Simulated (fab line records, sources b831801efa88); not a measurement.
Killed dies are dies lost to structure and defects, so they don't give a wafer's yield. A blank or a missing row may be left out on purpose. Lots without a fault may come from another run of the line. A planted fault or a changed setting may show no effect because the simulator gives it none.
Which tool did it? | flow gf180mcu | 14 lots, 42 wafers sampled, at 5 steps of a route of 602

WHAT THE GAUGES READ, wafer by wafer
GF_POLY_GATE_CD_MEAS_18.
lot  | measured     | on        | cd_nm (nm)
L169 | day 9 20:01  | cd_sem-01 | 280.8 281.2 277.9
L173 | day 11 01:25 | cd_sem-02 | 279.1 279.9 279.0
L172 | day 11 01:36 | cd_sem-01 | 277.8 278.6 277.9
L174 | day 11 05:26 | cd_sem-02 | 278.5 281.8 278.2
L175 | day 11 13:29 | cd_sem-02 | 279.6 283.4 282.4
L176 | day 11 22:51 | cd_sem-02 | 280.9 280.4 280.3
L177 | day 12 05:20 | cd_sem-02 | 281.8 281.9 281.5
L178 | day 12 14:44 | cd_sem-01 | 278.3 279.7 275.7
L179 | day 12 20:05 | cd_sem-01 | 279.9 281.6 280.7
L187 | day 15 02:57 | cd_sem-02 | 281.4 280.0 281.8
L188 | day 15 10:19 | cd_sem-02 | 279.1 278.3 276.7
L189 | day 15 22:53 | cd_sem-02 | 278.1 277.8 277.2
L190 | day 16 05:30 | cd_sem-01 | 279.4 281.2 279.7
L191 | day 16 10:29 | cd_sem-02 | 278.0 277.6 279.1

GF_PSD_CD_MEAS_07: target cd 400 nm.
lot  | measured     | on        | cd_nm (nm)
L169 | day 14 21:38 | cd_sem-02 | 399.2 400.1 400.2
L173 | day 16 10:53 | cd_sem-01 | 397.8 399.0 399.3
L172 | day 16 12:15 | cd_sem-02 | 403.8 405.0 404.5
L174 | day 16 17:45 | cd_sem-01 | 401.5 401.1 400.8
L175 | day 17 04:28 | cd_sem-01 | 401.8 400.9 401.6
L176 | day 17 13:25 | cd_sem-01 | 401.4 400.7 399.6
L177 | day 17 21:13 | cd_sem-02 | 401.9 401.2 400.0
L178 | day 18 09:35 | cd_sem-02 | 410.9 412.4 398.7
L179 | day 18 15:06 | cd_sem-01 | 408.0 396.3 398.3
L187 | day 21 05:34 | cd_sem-01 | 401.5 402.5 403.1
L188 | day 21 11:44 | cd_sem-01 | 401.8 401.8 402.2
L189 | day 22 02:44 | cd_sem-02 | 400.1 401.1 401.6
L190 | day 22 08:14 | cd_sem-02 | 402.1 401.2 402.4
L191 | day 22 12:40 | cd_sem-01 | 399.2 400.0 400.4

GF_PSD_OVL_MEAS_08.
lot  | measured     | on         | PSD_OVL (nm)
L169 | day 14 21:46 | overlay-02 | 1.1 0.9 2.1
L173 | day 16 11:01 | overlay-01 | 0.8 -0.3 -1.2
L172 | day 16 12:20 | overlay-02 | 0.0 0.3 1.2
L174 | day 16 17:50 | overlay-01 | -3.2 -1.8 -2.3
L175 | day 17 04:34 | overlay-02 | 1.5 1.6 1.1
L176 | day 17 13:31 | overlay-02 | -0.4 1.0 0.1
L177 | day 17 21:20 | overlay-01 | 1.7 0.4 0.9
L178 | day 18 09:43 | overlay-02 | -1.5 -0.6 -0.2
L179 | day 18 15:11 | overlay-02 | -1.6 -1.1 -0.6
L187 | day 21 05:40 | overlay-02 | -1.5 -0.2 -0.9
L188 | day 21 11:52 | overlay-02 | -0.3 0.5 1.0
L189 | day 22 02:49 | overlay-01 | 1.3 2.4 1.2
L190 | day 22 08:22 | overlay-01 | 0.8 -0.4 0.2
L191 | day 22 12:46 | overlay-01 | -1.1 -1.5 -1.6

WHICH TOOL RAN EACH LOT (tool, then ch and the chambers of the sampled wafers, then the start)
lot  | GF_HV_LDD_STRIP_22                   | GF_PSD_DEVELOP_06
L169 | plasma_asher-03 ch 0,1, day 11 08:13 | litho_track-04 ch 0, day 14 21:29
L173 | plasma_asher-02 ch 0,1, day 12 16:44 | litho_track-01 ch 0, day 16 10:44
L172 | plasma_asher-03 ch 0,1, day 12 17:04 | litho_track-04 ch 0, day 16 12:07
L174 | plasma_asher-03 ch 0,1, day 12 20:47 | litho_track-04 ch 0, day 16 17:37
L175 | plasma_asher-03 ch 0,1, day 13 06:44 | litho_track-01 ch 0, day 17 04:19
L176 | plasma_asher-01 ch 0,1, day 13 15:18 | litho_track-01 ch 0, day 17 13:16
L177 | plasma_asher-01 ch 0,1, day 13 22:11 | litho_track-02 ch 0, day 17 20:59
L178 | plasma_asher-02 ch 0,1, day 14 09:00 | litho_track-01 ch 0, day 18 09:26
L179 | plasma_asher-02 ch 0,1, day 14 15:31 | litho_track-01 ch 0, day 18 14:58
L187 | plasma_asher-01 ch 0,1, day 17 01:20 | litho_track-04 ch 0, day 21 05:25
L188 | plasma_asher-02 ch 0,1, day 17 07:57 | litho_track-04 ch 0, day 21 11:35
L189 | plasma_asher-03 ch 0,1, day 17 21:44 | litho_track-01 ch 0, day 22 02:35
L190 | plasma_asher-01 ch 0,1, day 18 04:08 | litho_track-01 ch 0, day 22 08:05
L191 | plasma_asher-01 ch 0,1, day 18 08:26 | litho_track-01 ch 0, day 22 12:31
- GF_HV_LDD_STRIP_22: strips in O2/N2.
- GF_PSD_DEVELOP_06: develop time 60 s.

WHAT THE TOOLS THEMSELVES READ (means of the sampled wafers that have a number; where no wafer has one, the mark that the record gives instead)
GF_HV_LDD_STRIP_22.
lot  | tool            | drypump_motor_current_A (A) | heater_power_w (W) | oes_product_au (a.u.) | strip_time_to_endpoint_s (s)
L169 | plasma_asher-03 | 5.7                         | 338                | 0.717                 | 12.59
L173 | plasma_asher-02 | 6.2                         | 365                | 0.718                 | 12.62
L172 | plasma_asher-03 | 5.8                         | 312                | 0.716                 | 12.60
L174 | plasma_asher-03 | 5.9                         | 311                | 0.719                 | 12.63
L175 | plasma_asher-03 | 5.8                         | 310                | 0.717                 | 12.64
L176 | plasma_asher-01 | 5.2                         | 335                | 0.714                 | 12.65
L177 | plasma_asher-01 | 5.5                         | 382                | 0.712                 | 12.63
L178 | plasma_asher-02 | 6.2                         | 363                | 0.716                 | 12.68
L179 | plasma_asher-02 | 6.2                         | 366                | 0.714                 | 12.59
L187 | plasma_asher-01 | 5.5                         | 382                | 0.716                 | 12.63
L188 | plasma_asher-02 | 6.4                         | 379                | 0.718                 | 12.68
L189 | plasma_asher-03 | 5.8                         | 336                | 0.713                 | 12.63
L190 | plasma_asher-01 | 5.2                         | 337                | 0.717                 | 12.59
L191 | plasma_asher-01 | 5.5                         | 377                | 0.713                 | 12.64

THE ANSWER, worked out from the rows above alone
Rule: what is usual is taken from the lots themselves. Put in order of their means at a reading, lots are off if they are a third of the lots or fewer, leave a main group of 4 or more, and stand apart from it by a gap of 3 or more times the standard deviation of the main group's means; of several such gaps the widest counts. A main group whose means are all the same, to the digits that the tables above print for the reading, isn't used. A lot without any number at a reading at which 4 lots or more have one is off too. The other lots that the step has rows for count as sound. The gauges are gone through in route order, then the tools' own readings, and for those a lot's mean is taken as printed above. The first step at which some lot is off is used, and at that step the reading that is off furthest; a lot without a number counts as furthest.
No lot is off at any reading shown: from this, nothing can be told.

WHAT THE SIMULATOR HAD PUT IN
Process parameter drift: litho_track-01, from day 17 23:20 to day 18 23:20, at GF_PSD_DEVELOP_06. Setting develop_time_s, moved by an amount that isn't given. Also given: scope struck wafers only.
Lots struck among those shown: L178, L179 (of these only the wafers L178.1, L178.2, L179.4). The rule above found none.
